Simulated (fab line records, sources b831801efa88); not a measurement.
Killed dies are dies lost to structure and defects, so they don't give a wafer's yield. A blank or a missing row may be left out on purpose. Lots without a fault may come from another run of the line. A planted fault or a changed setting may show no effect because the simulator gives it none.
fab line records | flow sky130
record lots=5 wafers=15 last_day=50
route steps=708 shown VIA3@575 PAD_OPEN@708
lots that met no fault: from a run of the same line without faults
start_h: hours from the record's first day to the start of the lot's first wafer shown | wait_h: hours since the lot's step before | " the same as in the row above | L1.1+2: a row that stands for several wafers | - no value, or no start given | * or withheld: withheld | < > ~ a bound
route shown NAME@n: a module of which the file shows steps, and the number in the route of the first | usual: mean/standard deviation of fault-free wafers | same: alike in all rows | chamber/n: place in a boat | sites: the reading at each site | _std_site: their standard deviation | _edge_site: outer sites' mean less inner sites' | radius_mm: how far each site lies from the wafer's centre | mask NAME#n: copy n | behind: the tool/chamber that last shaped the wafer | hold: why the lot was held/for how many hours/how that ended | device: the transistor (n, p or np) that didn't switch | end of line: the same wafers' tests at the end of the route | a step without rows: its recipe alone | killed: dies lost to structure and defects at the first sort, not the wafer's yield | map: a wafer's dies, x killed, . not, _ none there
set.NAME: the setting as run; set.NAME@STEP: as run at that earlier step | model.NAME: the simulator's own value behind a step, which no gauge read
lots at some steps of the route; a table a step, a row a wafer
services: from which hour (start_h, from the record's first day; less than 0 if before it) a tool's chamber was out of use, for how many hours, and why
## steps
# step SKY_VIA3_CMP_02
# recipe material=SiO2 down_force_psi=4 platen_rpm=60 pad_velocity_m_s=0.94248
# usual motor_current_A=12.4/1.8
# columns lot.wafer tool chamber start_h wait_h motor_current_A
L537.4 cmp-01 0 952.17 0.0 13.4
L537.1 " 3 " " 9.6
L537.6 " 1 " " 11.5
L541.4 cmp-02 2 973.72 0.1 15.8
L541.1 " 1 " " 10.5
L541.6 " 3 " " 13.4
L552.4 cmp-01 2 1047.47 0.1 12.8
L552.3 " 3 " " 9.5
L552.5 " 2 " " 13.0
L554.2 cmp-01 1 1058.61 0.1 11.2
L554.4 " 2 " " 12.4
L554.6 " 1 " " 11.3
L555.4 cmp-01 2 1063.83 0.4 12.5
L555.3 " 3 " " 10.2
L555.2 " 0 " " 12.5
# step SKY_VIA3_BOW_MEAS_03
# recipe mode=bow
# usual VIA3_BOW=79/7.6
# columns lot.wafer tool chamber start_h wait_h VIA3_BOW[um]
L537.1 film_metro-03 - 952.47 0.1 68
L537.4 " - " " 75
L537.6 " - " " 72
L541.1 film_metro-04 - 974.02 0.1 71
L541.4 " - " " 88
L541.6 " - " " 83
L552.3 film_metro-04 - 1047.76 0.2 71
L552.4 " - " " 84
L552.5 " - " " 66
L554.2 film_metro-01 - 1058.88 0.2 82
L554.4 " - " " 89
L554.6 " - " " 89
L555.2 film_metro-01 - 1064.15 0.2 67
L555.3 " - " " 83
L555.4 " - " " 83
# step SKY_VIA3_DEHYDRATE_04
# recipe temp_c=200 time_s=60
# step SKY_VIA3_HMDS_05
# recipe prime_time_s=60 prime_temp_c=120
# step SKY_VIA3_COAT_06
# recipe resist=BARC temp_c=withheld time_s=withheld spin_rpm=3000 resist_thk_nm=60
# step SKY_VIA3_COAT_07
# recipe resist=KrF-thick spin_rpm=3000 resist_thk_nm=450
# step SKY_VIA3_SOFTBAKE_08
# recipe temp_c=100 time_s=90 resist=KrF-thick
# step SKY_VIA3_EXPOSE_09
# recipe mask_id=VIM3 na=0.8 source_shape=annular sigma_inner=0.55 sigma_outer=0.85 target_cd_nm=200 dose_mj=38
# step SKY_VIA3_PEB_10
# recipe peb_temp_c=withheld peb_time_s=withheld resist=KrF-thick
# step SKY_VIA3_DEVELOP_11
# recipe develop_time_s=60 resist=KrF-thick dev_temp_c=21
# step SKY_VIA3_CD_MEAS_12
# recipe target_cd_nm=200
# usual cd_nm=199.6/1.6
# columns lot.wafer tool chamber start_h wait_h cd_nm
L537.1 cd_sem-02 - 976.98 - 196.0
L537.4 " - " " 196.5
L537.6 " - " " 197.0
L541.1 cd_sem-02 - 998.25 - 202.3
L541.4 " - " " 202.2
L541.6 " - " " 203.5
L552.3 cd_sem-01 - 1069.97 - 199.2
L552.4 " - " " 199.1
L552.5 " - " " 200.0
L554.2 cd_sem-01 - 1080.27 - 200.9
L554.4 " - " " 203.0
L554.6 " - " " 201.4
L555.2 cd_sem-02 - 1085.30 - 199.8
L555.3 " - " " 199.0
L555.4 " - " " 199.6
# step SKY_VIA3_OVL_MEAS_13
# usual VIA3_OVL=-6/5.4
# columns lot.wafer tool chamber start_h wait_h VIA3_OVL[nm]
L537.1 overlay-01 - 977.10 0.1 -11
L537.4 " - " " -6
L537.6 " - " " -3
L541.1 overlay-02 - 998.37 0.1 2
L541.4 " - " " -7
L541.6 " - " " -12
L552.3 overlay-02 - 1070.06 0.1 -7
L552.4 " - " " -5
L552.5 " - " " -7
L554.2 overlay-02 - 1080.37 0.1 -6
L554.4 " - " " -5
L554.6 " - " " -5
L555.2 overlay-01 - 1085.41 0.1 -10
L555.3 " - " " -3
L555.4 " - " " -12
# step SKY_VIA3_ETCH_14
# recipe chemistry=N2/H2 target=BARC ion_energy_ev=200 source_w=500 bias_w=100 pressure_mtorr=30 n2_flow_sccm=100 h2_flow_sccm=200 stop_on=SiO2 time_s=45.9 target_depth_a=600
# usual chamber_pressure_mTorr=29.998/0.026 drypump_motor_current_A=5.7/0.43 oes_product_au=0.856/0.0049 throttle_valve_pct=13.225/0.0088
# columns lot.wafer tool chamber start_h wait_h chamber_pressure_mTorr drypump_motor_current_A oes_product_au rf_hours_counter_h throttle_valve_pct model.KrF-thick_of_VIA3_COAT_07.thk_nm model.VIA3.cd_nm
L537.1 rie_diel-02 3 977.14 0.0 29.987 5.7 0.852 10 13.238 392.6 195.6
L537.4 " 1 " " 30.004 5.5 0.856 12 13.211 393.1 195.5
L537.6 " 2 " " 29.974 5.3 0.854 - 13.235 392.9 196
L541.1 rie_diel-02 3 998.40 0.0 29.967 5.7 0.855 10 13.223 396.1 202.6
L541.4 " 1 " " 30.005 5.6 0.851 13 13.243 395.3 201.8
L541.6 " 2 " " 29.985 5.3 0.854 - 13.233 395.6 203.1
L552.3 rie_diel-04 2 1070.09 0.0 30.009 6.3 0.853 22 13.238 392.5 199.9
L552.4 " 1 " " 29.937 6.3 0.852 3 13.227 391.7 198.3
L552.5 " 0 " " 30.028 5.7 0.846 - 13.222 392.5 199.2
L554.2 rie_diel-02 1 1080.40 0.0 30.018 5.6 0.858 16 13.225 396.6 200.5
L554.4 " 3 " " 29.989 5.7 0.863 13 13.215 369.2 208.1
L554.6 " 0 " " 30.008 6.3 0.856 - 13.234 391.8 199.9
L555.2 rie_diel-03 1 1085.44 0.0 30.025 5.5 0.858 26 13.207 390.4 199.2
L555.3 " 3 " " 29.972 4.7 0.866 20 13.222 391.1 198.7
L555.4 " 0 " " 30.014 5.7 0.855 - 13.207 391.2 200.2
# step SKY_VIA3_ETCH_15
# recipe target=SiO2 chemistry=C4F8/O2/Ar target_depth_nm=507 stop_on=TiN mask_material=KrF-thick source_w=1500 bias_w=1173 pressure_mtorr=40 c4f8_flow_sccm=withheld O2_flow_sccm=6 Ar_flow_sccm=300 time_s=78
# usual chamber_pressure_mTorr=40.00/0.037 oes_product_au=0.946/0.0051
# columns lot.wafer tool chamber start_h wait_h chamber_pressure_mTorr oes_product_au model.KrF-thick_of_VIA3_COAT_07.thk_nm
L537.1 rie_diel-02 3 977.18 0.0 39.95 0.943 293.4
L537.4 " 1 " " 39.99 0.946 295.2
L537.6 " 2 " " 39.99 0.942 294.4
L541.1 rie_diel-02 3 998.44 0.0 40.02 0.942 297.2
L541.4 " 1 " " 39.99 0.951 296.8
L541.6 " 2 " " 39.97 0.946 296.9
L552.3 rie_diel-04 2 1070.13 0.0 40.03 0.946 294.6
L552.4 " 1 " " 39.98 0.947 291.9
L552.5 " 0 " " 40.00 0.955 292.6
L554.2 rie_diel-02 1 1080.45 0.0 39.95 0.943 297.9
L554.4 " 3 " " 40.00 0.944 269.1
L554.6 " 0 " " 40.00 0.944 285
L555.2 rie_diel-03 1 1085.48 0.0 39.96 0.937 291.1
L555.3 " 3 " " 40.00 0.941 292.7
L555.4 " 0 " " 40.01 0.959 291.5
# step SKY_VIA3_STRIP_16
# recipe chemistry=O2/N2 power_w=1400 pressure_mtorr=1500 platen_temp_c=withheld o2_flow_sccm=3000 n2_flow_sccm=300 overash_fraction=0.5
# usual chamber_pressure_mTorr=1499.9/1.4 drypump_motor_current_A=5.7/0.47 oes_product_au=0.403/0.0047 strip_time_to_endpoint_s=4.15/0.037
# columns lot.wafer tool chamber start_h wait_h chamber_pressure_mTorr drypump_motor_current_A oes_product_au rf_hours_counter_h strip_time_to_endpoint_s
L537.1 plasma_asher-03 0 977.24 0.0 1498.8 5.1 0.405 121 4.16
L537.4 " 0 " " 1497.9 5.1 0.406 - 4.18
L537.6 " 0 " " 1499.2 5.1 0.397 - 4.14
L541.1 plasma_asher-01 0 998.50 0.0 1501.4 6.3 0.401 27 4.19
L541.4 " 1 " " 1498.7 5.4 0.402 - 4.20
L541.6 " 0 " " 1497.9 6.4 0.399 - 4.20
L552.3 plasma_asher-03 1 1070.22 0.1 1499.7 6.0 0.401 - 4.17
L552.4 " 0 " " 1497.4 5.1 0.411 - 4.15
L552.5 " 0 " " 1499.4 5.1 0.405 - 4.14
L554.2 plasma_asher-03 1 1080.51 0.0 1500.4 6.0 0.402 1 4.19
L554.4 " 0 " " 1498.6 5.1 0.395 - 3.91
L554.6 " 0 " " 1501.1 5.1 0.402 - 4.06
L555.2 plasma_asher-01 1 1085.54 0.0 1499.9 5.4 0.405 35 4.13
L555.3 " 1 " " 1500.2 5.4 0.409 - 4.16
L555.4 " 0 " " 1499.5 6.4 0.398 - 4.12
# step SKY_VIA3_STRIP_17
# recipe chemistry=post_etch_residue_remover time_s=1200 temp_c=72.5
# step SKY_PAD_OPEN_PROBE_99
# usual defect_limited_yield=82.4/1.9 killed_at_M0_to_M3=43/7.5 killed_at_M4_up=3.2/1.9 killed_at_contacts=24/4.9 killed_at_front_end=15/4.3 killed_at_other=0.4/0.72 killed_dies=86/9.1 killed_open=47/6.5 killed_short=39/6.5 sort_bin_3_pad_short=0.9/0.43 sort_bin_5_function=10.4/1.3 sort_bin_6_memory=6.3/1.2 sort_n_pass=406/9.1 sort_yield_pct=82.4/1.9
# same gross_dies=492 killed_at_back_side=0 sort_bin_4_leakage[%]=0 sort_bin_8_speed[%]=0
# columns lot.wafer tool chamber start_h wait_h defect_limited_yield[%] killed_at_M0_to_M3 killed_at_M4_up killed_at_contacts killed_at_front_end killed_at_other killed_dies killed_open killed_short sort_bin_3_pad_short[%] sort_bin_5_function[%] sort_bin_6_memory[%] sort_n_pass sort_yield_pct[%]
L537.1 prober-01 - 1119.25 0.1 82.3 45 6 20 16 0 87 51 34 0.8 10.4 6.5 405 82.3
L537.4 prober-01 - 1119.40 0.2 83.3 43 2 26 11 0 82 46 35 0.4 9.3 6.9 410 83.3
L537.6 prober-01 - 1119.50 0.2 84.1 46 5 15 11 1 78 50 25 1.0 8.5 6.3 414 84.1
L555.2 prober-02 - 1206.44 0.1 83.7 38 1 28 13 0 80 42 37 0 8.7 7.5 412 83.7
L555.3 prober-02 - 1206.49 0.2 84.1 29 2 36 10 1 78 42 35 1.6 10.2 4.1 414 84.1
L555.4 prober-02 - 1206.54 0.2 83.9 34 4 25 15 1 79 49 29 0.4 9.6 6.1 413 83.9
# killed by level:class
L537.1 CONTACT:geometric_particle:open=9 VIA2:geometric_particle:open=8 VIA1:geometric_particle:open=8 METAL2:geometric_particle:short=8 LI_CONTACT:geometric_particle:open=5 FIELD_ISO:geometric_particle:open=4 VIA3:geometric_particle:open=4 POLY_GATE:geometric_particle:short=4
L537.4 VIA1:geometric_particle:open=10 CONTACT:geometric_particle:open=9 LI_CONTACT:geometric_particle:open=9 METAL1:geometric_particle:short=8 VIA3:geometric_particle:open=7 METAL2:geometric_particle:short=5 FIELD_ISO:geometric_particle:open=3 POLY_GATE:geometric_particle:short=3
L537.6 VIA1:geometric_particle:open=11 VIA2:geometric_particle:open=7 CONTACT:geometric_particle:open=7 VIA3:geometric_particle:open=6 METAL1:geometric_particle:short=5 LI_CONTACT:geometric_particle:open=4 METAL1:geometric_particle:open=4 METAL2:geometric_particle:short=4
L555.2 LI_CONTACT:geometric_particle:open=12 VIA1:geometric_particle:open=9 CONTACT:geometric_particle:open=5 VIA1:geometric_particle:short=5 VIA2:geometric_particle:short=5 FIELD_ISO:geometric_particle:short=4 METAL1:geometric_particle:open=4 VIA3:geometric_particle:open=4
L555.3 LI_CONTACT:geometric_particle:open=10 CONTACT:geometric_particle:open=7 CONTACT:geometric_particle:short=6 LOCAL_INTERCONNECT:geometric_particle:short=6 VIA2:geometric_particle:open=6 VIA3:geometric_particle:open=6 LI_CONTACT:geometric_particle:short=4 VIA1:geometric_particle:short=4
L555.4 VIA1:geometric_particle:open=11 LI_CONTACT:geometric_particle:open=8 CONTACT:geometric_particle:open=7 VIA2:geometric_particle:open=6 FIELD_ISO:geometric_particle:open=5 CONTACT:geometric_particle:short=5 FIELD_ISO:geometric_particle:short=4 VIA1:geometric_particle:short=4
## services
# columns tool chamber start_h hours kind
rie_diel-02 - 941.85 5.4 repair
rie_diel-03 3 944.61 9.0 repair
rie_diel-02 - 952.03 15.6 pm
cmp-01 - 954.70 3.9 repair
cmp-01 - 957.42 3.1 repair
cmp-01 - 970.01 12.1 pm
cmp-02 - 983.78 2.5 repair
rie_diel-04 0 983.83 3.4 repair
plasma_asher-01 - 1017.71 6.1 repair
cmp-02 - 1033.75 1.2 repair
rie_diel-02 1 1040.84 7.5 repair
cmp-02 - 1044.77 0.7 repair
cmp-02 - 1053.52 14.0 pm
plasma_asher-03 - 1055.34 9.0 pm
plasma_asher-03 0 1055.34 9.0 vent_cycle
plasma_asher-03 1 1055.34 9.0 vent_cycle
rie_diel-04 - 1055.89 2.8 pm
plasma_asher-03 0 1064.34 - clean
plasma_asher-03 1 1064.34 - clean
cmp-02 - 1067.52 6.6 pm
cmp-02 - 1076.07 0.3 repair
rie_diel-03 3 1076.90 4.9 repair
rie_diel-03 2 1078.30 7.4 repair
cmp-01 - 1084.34 4.0 pm
## key
first_sign step=SKY_VIA3_STRIP_16 reading=strip_time_to_endpoint_s direction=down sigmas=6.5 usual=* struck=*
effect none on later readings
model_effect step=SKY_VIA3_ETCH_14 value=KrF-thick_of_VIA3_COAT_07.thk_nm without=395.4 struck=369.2
model_effect step=SKY_VIA3_ETCH_15 value=KrF-thick_of_VIA3_COAT_07.thk_nm without=295.3 struck=269.1
met_at SKY_VIA3_ETCH_14
struck_wafers L554.4
onset_between 998.40 1080.40
fault kind=process_parameter_drift tool=rie_diel-02 chamber=3 onset_h=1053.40 steps=SKY_VIA3_ETCH_14 channel=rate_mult offset=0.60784 shape=step end_h=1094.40
